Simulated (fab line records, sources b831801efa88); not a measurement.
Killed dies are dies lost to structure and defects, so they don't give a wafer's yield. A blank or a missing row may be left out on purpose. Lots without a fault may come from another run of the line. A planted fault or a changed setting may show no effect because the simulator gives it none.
Problem report in the 8D (eight disciplines) form, filled by code | flow gf180mcu | the parts of the form that need people (team, actions taken, sign-off) are left out

1. THE PROBLEM
cathode_dc_power_W at GF_M3_SPUTTER_01 reads a mean of 5796.8 W on 6 wafers of 2 lots; wafers without a fault read 6500.0 W with a standard deviation of 1.2. That is -99 or more standard deviations from the usual mean.
The step: material TiN, target thk 30 nm, time 25 s.
First seen on wafer L622.2, day 22 20:23, on pvd_sputter-04. The record holds 39 wafers of 13 lots with a number at this step. Rule for "out", or "out of limits": more than 4 standard deviations from the usual mean. The other wafers with a number count as sound.

2. WHAT IT IS AND WHAT IT IS NOT
question                    | is                     | is not
which readings at this step | cathode_dc_power_W     | throttle_valve_pct
which lots                  | L622, L623             | L618, L619, L620, L626, L629, L632, L633, L634, L636, L637, L638
which wafers of those lots  | all that have a number | -
read on which tools         | pvd_sputter-04         | pvd_sputter-01, pvd_sputter-03
when                        | from day 22 20:23      | up to then (9 sound wafers); but 24 sound wafers of L626, L629, L632, L633, L634, L636, L637, L638 came after

3. SUSPECTS, AND WHAT RULES EACH OUT
Counting: a tool at a process step up to the reading stays a suspect if it ran every lot that is out and no sound lot after the first of them.
- pvd_sputter-04 at GF_M3_SPUTTER_01 (material TiN, target thk 30 nm, time 25 s): ruled out as a lasting fault. Sound lots L636 ran on it after its first lot that is out, L622 (day 22 20:23).
Left after counting: nothing in the record.

4. THE CAUSE (what the simulator had put in)
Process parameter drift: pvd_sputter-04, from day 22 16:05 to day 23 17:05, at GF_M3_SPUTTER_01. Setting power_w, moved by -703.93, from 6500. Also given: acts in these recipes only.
Counting ruled it out, wrongly.

5. THE CHAIN OF EFFECTS, in route order
Each row: a reading whose mean over the struck wafers that have a number lies more than 3 standard deviations from the usual. Only readings for which the record gives a usual standard deviation are gone through. hours: the time from each lot's start at the first step in this table that gives one to its start at this step, as a median over the lots. sigmas: the change in usual standard deviations.
hours | step             | reading            | usual    | on struck wafers | change | sigmas
0     | GF_M3_SPUTTER_01 | cathode_dc_power_W | 6500.0 W | 5796.8           | -703.2 | -99 or more
The process steps in it:
- GF_M3_SPUTTER_01: material TiN, target thk 30 nm, time 25 s.

6. WHAT WOULD HAVE CAUGHT IT SOONER
In this record the first reading out of limits was taken at day 22 20:23, 4 hours after the fault began at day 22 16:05.
